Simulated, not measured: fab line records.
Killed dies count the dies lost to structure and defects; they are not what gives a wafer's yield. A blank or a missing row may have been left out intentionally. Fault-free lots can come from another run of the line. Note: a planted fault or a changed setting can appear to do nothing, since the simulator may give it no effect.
fab line records    flow sky130
record: lots: 7  wafers: 21  last_day: 49
route steps=708 shown METAL2@495 VIA2@507 PAD_OPEN@708
lots with no fault: from the same line, run without faults
start_h: start of the lot's first displayed wafer, in hours after the record's first day    wait_h: hours from the lot's prior step to this one    " unchanged from the row above    L1.1+2: several wafers, shown together as one row    - no value present, or no start provided    * or withheld: withheld    < > ~ a bound
route shown NAME@n: NAME is a module with steps in the file, n the number in the route of the first one    usual: average and standard deviation across the fault-free wafers    same: alike in all rows    chamber/n: place in a boat    sites: readings site by site    _std_site: how widely they spread, as a standard deviation    _edge_site: inner sites' mean taken away from outer sites' mean    radius_mm: how far each site lies from the wafer's centre    mask NAME#n: copy n    behind: tool/chamber where the wafer was last shaped    hold: what put the lot on hold/how long, in hours/how the hold closed    device: the transistor (n, p or np) that didn't switch    end of line: the tests these same wafers got at the end of their route    where a step has no rows: the recipe by itself    killed: dies that structure and defects cost at the first sort, which is not the same as the wafer's yield    map: a wafer's dies, marking killed ones x, the rest . and places with no die _
set.NAME: the run value of the setting; set.NAME@STEP: its run value at that earlier step    model.NAME: the simulator's own value behind a step, which no gauge read
lots seen at some steps along the route; tables by step, rows by wafer
services: the hour from which a tool's chamber was out of use, counted from the record's first day as start_h (under 0 if before that day), plus the number of hours and why
== steps ==
step: SKY_METAL2_EXPOSE_12
recipe: mask_id: MM2  na: 0.8  source_shape: annular  sigma_inner: 0.55  sigma_outer: 0.85  target_cd_nm: 140  dose_mj: 28
step: SKY_METAL2_PEB_13
recipe: peb_temp_c: withheld  peb_time_s: withheld  resist: KrF-thick
step: SKY_METAL2_DEVELOP_14
recipe: develop_time_s: 60  resist: KrF-thick  dev_temp_c: 21
step: SKY_METAL2_CD_MEAS_15
recipe: target_cd_nm: 140
usual: cd_nm: 139.9/1.4
lot.wafer  tool       chamber  start_h  wait_h  cd_nm
L732.1     cd_sem-01  -        815.24   -       140.9
L732.2     "          -        "        "       140.1
L732.5     "          -        "        "       140.3
L734.3     cd_sem-02  -        845.61   -       140.7
L734.4     "          -        "        "       141.5
L734.6     "          -        "        "       140.0
L736.3     cd_sem-01  -        857.66   -       139.6
L736.4     "          -        "        "       140.1
L736.5     "          -        "        "       140.5
L738.1     cd_sem-01  -        871.64   -       141.5
L738.3     "          -        "        "       142.5
L738.4     "          -        "        "       142.7
L739.1     cd_sem-01  -        883.39   -       139.6
L739.3     "          -        "        "       138.5
L739.5     "          -        "        "       139.9
L742.2     cd_sem-02  -        906.94   -       140.6
L742.3     "          -        "        "       143.0
L742.6     "          -        "        "       141.0
L749.1     cd_sem-02  -        968.97   -       139.6
L749.2     "          -        "        "       140.3
L749.6     "          -        "        "       139.0
step: SKY_METAL2_OVL_MEAS_16
usual: METAL2_OVL: 3/5.4
lot.wafer  tool        chamber  start_h  wait_h  METAL2_OVL[nm]
L732.1     overlay-02  -        815.36   0.1     14
L732.2     "           -        "        "       13
L732.5     "           -        "        "       13
L734.3     overlay-02  -        845.70   0.1     13
L734.4     "           -        "        "       14
L734.6     "           -        "        "       9
L736.3     overlay-02  -        857.75   0.1     1
L736.4     "           -        "        "       8
L736.5     "           -        "        "       3
L738.1     overlay-02  -        871.76   0.1     5
L738.3     "           -        "        "       1
L738.4     "           -        "        "       1
L739.1     overlay-02  -        883.51   0.1     0
L739.3     "           -        "        "       4
L739.5     "           -        "        "       5
L742.2     overlay-02  -        907.04   0.1     0
L742.3     "           -        "        "       11
L742.6     "           -        "        "       0
L749.1     overlay-01  -        969.09   0.1     5
L749.2     "           -        "        "       10
L749.6     "           -        "        "       3
step: SKY_METAL2_DESCUM_17
recipe: chemistry: O2  source_power_w: 150  bias_power_w: 0  pressure_mtorr: 10  temp_c: 40  time_s: 8
usual: drypump_motor_current_A: 5.6/0.43  oes_product_au: 1.008/0.012  rf_fwd_power_W: 146.5/0.51
lot.wafer  tool          chamber  start_h  wait_h  drypump_motor_current_A  oes_product_au  rf_fwd_power_W  rf_hours_counter_h
L732.1     rie_metal-02  1        815.40   0.0     4.8                      0.988           146.8           14
L732.2     "             0        "        "       6.2                      1.010           147.2           16
L732.5     "             0        "        "       6.2                      1.016           146.9           -
L734.3     rie_metal-04  1        845.73   0.0     5.9                      1.021           146.2           -
L734.4     "             0        "        "       5.6                      1.018           147.1           -
L734.6     "             1        "        "       5.9                      1.030           146.1           -
L736.3     rie_metal-04  1        857.78   0.0     5.9                      1.023           146.8           -
L736.4     "             0        "        "       5.5                      1.021           146.2           -
L736.5     "             0        "        "       5.5                      1.018           145.9           -
L738.1     rie_metal-04  1        871.80   0.0     5.9                      1.011           146.4           12
L738.3     "             1        "        "       5.9                      1.016           146.2           -
L738.4     "             0        "        "       5.6                      1.000           145.4           -
L739.1     rie_metal-04  1        883.55   0.0     5.9                      1.020           146.9           13
L739.3     "             1        "        "       5.9                      1.022           146.9           -
L739.5     "             1        "        "       5.9                      1.012           146.5           -
L742.2     rie_metal-02  1        907.08   0.0     4.8                      0.980           146.7           -
L742.3     "             1        "        "       4.8                      0.982           146.5           -
L742.6     "             1        "        "       4.9                      0.985           146.8           -
L749.1     rie_metal-04  1        969.12   0.0     5.9                      1.017           145.9           17
L749.2     "             0        "        "       5.5                      1.016           146.1           10
L749.6     "             1        "        "       5.9                      1.019           146.1           -
step: SKY_METAL2_ETCH_18
recipe: chemistry: N2/H2  target: BARC  ion_energy_ev: 200  bias_w: 100  pressure_mtorr: 30  n2_flow_sccm: 100  h2_flow_sccm: 200  icp_w: 500  stop_on: SiO2  time_s: 45.9  target_depth_a: 600
usual: drypump_motor_current_A: 5.6/0.43  oes_product_au: 0.854/0.0049  rf_fwd_power_W: 493.3/2  throttle_valve_pct: 13.224/0.0085
lot.wafer  tool          chamber  start_h  wait_h  drypump_motor_current_A  oes_product_au  rf_fwd_power_W  rf_hours_counter_h  throttle_valve_pct
L732.1     rie_metal-02  1        815.43   0.0     4.9                      0.859           494.4           14                  13.228
L732.2     "             0        "        "       6.2                      0.847           494.4           16                  13.229
L732.5     "             0        "        "       6.2                      0.863           498.1           -                   13.226
L734.3     rie_metal-04  1        845.77   0.0     5.9                      0.858           496.2           -                   13.236
L734.4     "             0        "        "       5.5                      0.855           490.6           -                   13.241
L734.6     "             1        "        "       5.9                      0.852           497.8           -                   13.224
L736.3     rie_metal-04  1        857.82   0.0     5.9                      0.850           491.9           -                   13.215
L736.4     "             0        "        "       5.5                      0.846           490.2           -                   13.217
L736.5     "             0        "        "       5.6                      0.852           491.3           -                   13.221
L738.1     rie_metal-04  1        871.83   0.0     5.9                      0.859           494.9           12                  13.224
L738.3     "             1        "        "       5.9                      0.854           493.6           -                   13.230
L738.4     "             0        "        "       5.6                      0.852           491.2           -                   13.220
L739.1     rie_metal-04  1        883.58   0.0     5.9                      0.856           494.1           13                  13.214
L739.3     "             1        "        "       6.0                      0.862           495.7           -                   13.241
L739.5     "             1        "        "       6.0                      0.848           496.4           -                   13.237
L742.2     rie_metal-02  1        907.16   0.1     4.9                      0.851           493.0           -                   13.227
L742.3     "             1        "        "       4.9                      0.863           494.0           -                   13.223
L742.6     "             1        "        "       4.9                      0.858           492.1           -                   13.223
L749.1     rie_metal-04  1        969.16   0.0     5.9                      0.859           495.5           17                  13.230
L749.2     "             0        "        "       5.6                      0.847           492.6           10                  13.245
L749.6     "             1        "        "       6.0                      0.858           494.0           -                   13.248
step: SKY_METAL2_METAL_ETCH_19
recipe: target_depth_a: 3600  stop_on: SiO2  over_etch_frac: 0.3  time_s: 78  chemistry: Cl2/BCl3  resist_sidewall_deg: 88  pressure_mtorr: 10  icp_w: 900  bias_w: 48.5  Cl2_flow_sccm: 60  bcl3_flow_sccm: 30
usual: drypump_motor_current_A: 5.6/0.43  oes_product_au: 0.854/0.0055  rf_fwd_power_W: 892/3.3  throttle_valve_pct: 22.265/0.0086
same: over_etch_frac: 0.3
lot.wafer  tool          chamber  start_h  wait_h  drypump_motor_current_A  oes_product_au  rf_fwd_power_W  rf_hours_counter_h  throttle_valve_pct
L732.1     rie_metal-02  1        815.49   0.0     4.8                      0.851           899             14                  22.256
L732.2     "             0        "        "       6.2                      0.848           895             16                  22.254
L732.5     "             0        "        "       6.2                      0.852           891             -                   22.259
L734.3     rie_metal-04  1        845.85   0.1     5.9                      0.856           891             -                   22.280
L734.4     "             0        "        "       5.6                      0.846           887             -                   22.260
L734.6     "             1        "        "       5.9                      0.852           887             -                   22.262
L736.3     rie_metal-04  1        857.90   0.1     5.9                      0.854           889             -                   22.264
L736.4     "             0        "        "       5.5                      0.866           888             -                   22.257
L736.5     "             0        "        "       5.6                      0.863           886             -                   22.259
L738.1     rie_metal-04  1        871.89   0.0     5.9                      0.854           891             12                  22.280
L738.3     "             1        "        "       5.9                      0.849           891             -                   22.270
L738.4     "             0        "        "       5.5                      0.853           887             -                   22.262
L739.1     rie_metal-04  1        883.64   0.0     6.0                      0.860           892             13                  22.272
L739.3     "             1        "        "       6.0                      0.862           893             -                   22.254
L739.5     "             1        "        "       6.0                      0.859           890             -                   22.250
L742.2     rie_metal-02  1        907.29   0.1     4.9                      0.847           897             -                   22.273
L742.3     "             1        "        "       4.8                      0.860           896             -                   22.261
L742.6     "             1        "        "       4.8                      0.865           893             -                   22.273
L749.1     rie_metal-04  1        969.22   0.0     6.0                      0.853           897             17                  22.258
L749.2     "             0        "        "       5.6                      0.854           891             10                  22.277
L749.6     "             1        "        "       5.9                      0.856           895             -                   22.259
step: SKY_METAL2_STRIP_20
recipe: chemistry: O2/N2  power_w: 1400  pressure_mtorr: 1500  platen_temp_c: withheld  o2_flow_sccm: 3000  n2_flow_sccm: 300  overash_fraction: 0.5
usual: drypump_motor_current_A: 5.8/0.47  oes_product_au: 0.340/0.0051  strip_time_to_endpoint_s: 2.65/0.056
lot.wafer  tool             chamber  start_h  wait_h  drypump_motor_current_A  oes_product_au  rf_hours_counter_h  strip_time_to_endpoint_s
L732.1     plasma_asher-02  1        815.58   0.1     5.9                      0.345           68                  2.72
L732.2     "                0        "        "       5.8                      0.328           68                  2.58
L732.5     "                0        "        "       5.8                      0.338           -                   2.59
L734.3     plasma_asher-01  0        845.94   0.1     6.7                      0.333           -                   2.59
L734.4     "                1        "        "       5.7                      0.332           -                   2.61
L734.6     "                0        "        "       6.7                      0.346           -                   2.56
L736.3     plasma_asher-04  1        857.99   0.1     5.3                      0.346           -                   2.61
L736.4     "                0        "        "       5.3                      0.334           -                   2.60
L736.5     "                1        "        "       5.3                      0.345           -                   2.61
L738.1     plasma_asher-04  1        871.98   0.1     5.3                      0.336           106                 2.64
L738.3     "                1        "        "       5.3                      0.339           -                   2.62
L738.4     "                0        "        "       5.3                      0.338           -                   2.67
L739.1     plasma_asher-04  1        883.73   0.1     5.3                      0.344           107                 2.62
L739.3     "                1        "        "       5.3                      0.336           -                   2.63
L739.5     "                1        "        "       5.3                      0.342           -                   2.60
L742.2     plasma_asher-04  0        907.44   0.1     5.4                      0.343           109                 2.78
L742.3     "                0        "        "       5.3                      0.343           -                   2.75
L742.6     "                1        "        "       5.3                      0.347           -                   2.76
L749.1     plasma_asher-04  0        969.31   0.1     5.3                      0.341           116                 2.59
L749.2     "                1        "        "       5.3                      0.336           116                 2.59
L749.6     "                0        "        "       5.4                      0.345           -                   2.58
step: SKY_METAL2_STRIP_21
recipe: chemistry: post_etch_residue_remover  time_s: 1200  temp_c: 72.5
step: SKY_METAL2_CLEAN_22
recipe: chemistry: IPA  time_s: 180  temp_c: 25
step: SKY_METAL2_CLEAN_23
recipe: chemistry: O3/DIW  dry: n2_spin
step: SKY_VIA2_HDPCVD_00
recipe: material: SiO2  target_thk_nm: 1180  sigma_open_frac: 0.3  time_s: 196.7  temp_c: 400  sih4_flow_sccm: 60  pressure_mtorr: 6
usual: pressure_mtorr: 5.999/0.011
lot.wafer  tool       chamber  start_h  wait_h  pressure_mtorr
L732.1     hdpcvd-01  1        816.18   0.0     5.980
L732.2     "          0        "        "       6.015
L732.5     "          0        "        "       6.018
L734.3     hdpcvd-01  1        846.50   0.0     5.990
L734.4     "          0        "        "       6.005
L734.6     "          1        "        "       6.013
L736.3     hdpcvd-02  2        858.55   0.0     6.005
L736.4     "          2        "        "       5.993
L736.5     "          1        "        "       6.000
L736.3     hdpcvd-02  2        858.85   0.2     6.005
L736.4     "          2        "        "       5.972
L736.5     "          1        "        "       6.017
L738.1     hdpcvd-01  2        872.61   0.0     5.996
L738.3     "          1        "        "       5.980
L738.4     "          2        "        "       5.994
L738.1     hdpcvd-01  2        872.90   0.2     6.003
L738.3     "          1        "        "       5.999
L738.4     "          2        "        "       5.994
L739.1     hdpcvd-01  1        884.36   0.0     6.013
L739.3     "          0        "        "       5.995
L739.5     "          0        "        "       6.003
L739.1     hdpcvd-01  1        884.66   0.2     6.015
L739.3     "          0        "        "       5.982
L739.5     "          0        "        "       5.993
L742.2     hdpcvd-02  1        908.07   0.0     6.003
L742.3     "          0        "        "       5.992
L742.6     "          2        "        "       6.012
L749.1     hdpcvd-01  2        969.90   0.0     6.005
L749.2     "          1        "        "       5.978
L749.6     "          0        "        "       6.003
step: SKY_VIA2_THK_MEAS_01
recipe: reads: SiO2_of_VIA2_HDPCVD_00
usual: VIA2_HDPCVD_THK: 1177/12
lot.wafer  tool           chamber  start_h  wait_h  VIA2_HDPCVD_THK[nm]
L732.1     film_metro-03  -        816.31   0.1     1179
L732.2     "              -        "        "       1179
L732.5     "              -        "        "       1194
L734.3     film_metro-02  -        846.64   0.1     1190
L734.4     "              -        "        "       1176
L734.6     "              -        "        "       1180
L736.3     film_metro-02  -        858.99   0.1     2359
L736.4     "              -        "        "       2342
L736.5     "              -        "        "       2329
L738.1     film_metro-02  -        873.02   0.1     2380
L738.3     "              -        "        "       2361
L738.4     "              -        "        "       2375
L739.1     film_metro-03  -        884.78   0.1     2358
L739.3     "              -        "        "       2333
L739.5     "              -        "        "       2346
L742.2     film_metro-02  -        908.33   0.2     1178
L742.3     "              -        "        "       1190
L742.6     "              -        "        "       1200
L749.1     film_metro-01  -        970.03   0.1     1163
L749.2     "              -        "        "       1183
L749.6     "              -        "        "       1173
step: SKY_VIA2_CMP_02
recipe: material: SiO2  down_force_psi: 4  platen_rpm: 60  pad_velocity_m_s: 0.94248
usual: motor_current_A: 11.8/1.2
lot.wafer  tool    chamber  start_h  wait_h  motor_current_A
L732.1     cmp-02  2        816.37   0.1     12.6
L732.2     "       0        "        "       10.9
L732.5     "       3        "        "       11.6
L734.3     cmp-01  1        846.78   0.1     9.8
L734.4     "       2        "        "       13.9
L734.6     "       0        "        "       11.3
L736.4     cmp-02  1        859.08   0.1     11.2
L736.3     "       3        "        "       11.2
L736.5     "       0        "        "       11.7
L738.4     cmp-02  3        873.08   0.0     11.2
L738.1     "       0        "        "       11.0
L738.3     "       2        "        "       12.8
L739.1     cmp-02  2        884.89   0.1     12.4
L739.3     "       0        "        "       11.6
L739.5     "       2        "        "       12.6
L742.3     cmp-02  1        908.62   0.3     10.9
L742.2     "       0        "        "       11.3
L742.6     "       2        "        "       12.6
L749.1     cmp-01  3        970.19   0.1     11.7
L749.2     "       0        "        "       11.6
L749.6     "       2        "        "       14.7
step: SKY_PAD_OPEN_PROBE_99
usual: defect_limited_yield: 82.3/2.1  killed_at_M0_to_M3: 44/7.2  killed_at_M4_up: 3.1/1.7  killed_at_contacts: 24/5.2  killed_at_front_end: 15/4.1  killed_at_other: 0.3/0.61  killed_dies: 87/10  killed_open: 48/7.5  killed_short: 39/6.6  sort_bin_3_pad_short: 0.8/0.39  sort_bin_5_function: 10.4/1.7  sort_bin_6_memory: 6.5/1.1  sort_n_pass: 405/10  sort_yield_pct: 82.3/2.1
same: gross_dies: 492  killed_at_back_side: 0  sort_bin_4_leakage[%]: 0  sort_bin_8_speed[%]: 0
lot.wafer  tool       chamber  start_h  wait_h  defect_limited_yield[%]  killed_at_M0_to_M3  killed_at_M4_up  killed_at_contacts  killed_at_front_end  killed_at_other  killed_dies  killed_open  killed_short  sort_bin_3_pad_short[%]  sort_bin_5_function[%]  sort_bin_6_memory[%]  sort_n_pass  sort_yield_pct[%]
L736.5     prober-01  -        1105.23  0.2     81.3                     44                  2                27                  19                   0                92           51           41            0.8                      11.0                    6.9                   400          81.3
L739.1     prober-02  -        1125.56  0.1     79.3                     58                  5                26                  12                   1                102          58           43            0.8                      12.0                    7.9                   390          79.3
killed by level:class
L736.5 VIA1:geometric_particle:open=12 CONTACT:geometric_particle:short=9 CONTACT:geometric_particle:open=9 VIA3:geometric_particle:open=8 FIELD_ISO:geometric_particle:open=6 METAL1:geometric_particle:short=6 METAL2:geometric_particle:short=5 POLY_GATE:geometric_particle:open=4
L739.1 VIA1:geometric_particle:open=16 CONTACT:geometric_particle:open=11 VIA2:geometric_particle:open=11 VIA1:geometric_particle:short=7 METAL2:geometric_particle:short=7 LOCAL_INTERCONNECT:geometric_particle:short=6 LI_CONTACT:geometric_particle:open=5 FIELD_ISO:geometric_particle:short=3
== services ==
tool             chamber  start_h  hours  kind
plasma_asher-02  -        798.64   3.3    repair
hdpcvd-01        -        804.60   0.7    repair
cmp-02           -        828.45   0.5    repair
hdpcvd-02        -        828.77   28.1   pm
cmp-01           -        843.13   0.5    repair
cmp-02           -        849.14   1.7    repair
hdpcvd-01        0        851.33   3.0    repair
cmp-02           -        854.61   1.8    repair
rie_metal-04     -        884.22   2.8    pm
hdpcvd-01        2        890.14   1.9    repair
cmp-01           -        906.92   6.5    repair
cmp-01           -        913.43   4.0    pm
plasma_asher-04  -        932.23   0.7    repair
hdpcvd-01        -        950.25   15.0   pm
hdpcvd-01        0        950.25   15.0   vent_cycle
hdpcvd-01        1        950.25   15.0   vent_cycle
hdpcvd-01        2        950.25   15.0   vent_cycle
cmp-01           -        955.08   1.2    repair
hdpcvd-01        -        965.25   2.8    pm
hdpcvd-01        0        965.25   -      clean
hdpcvd-01        1        965.25   -      clean
hdpcvd-01        2        965.25   -      clean
cmp-01           -        966.97   1.0    repair
hdpcvd-02        -        968.00   2.8    pm
== key ==
first_sign: step: SKY_VIA2_HDPCVD_00  reading: visit  direction: added
effect: step: SKY_VIA2_THK_MEAS_01  reading: VIA2_HDPCVD_THK  direction: up  sigmas: 95  usual: 1177  struck: 2354
met_at SKY_VIA2_HDPCVD_00
struck_wafers L736.3,L736.4,L736.5,L738.1,L738.3,L738.4,L739.1,L739.3,L739.5
fault: kind: repeated_step_whole  tool: hdpcvd-01,hdpcvd-02  chamber: -  onset_h: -  steps: SKY_VIA2_HDPCVD_00  times: 1  scope: struck_lots_only
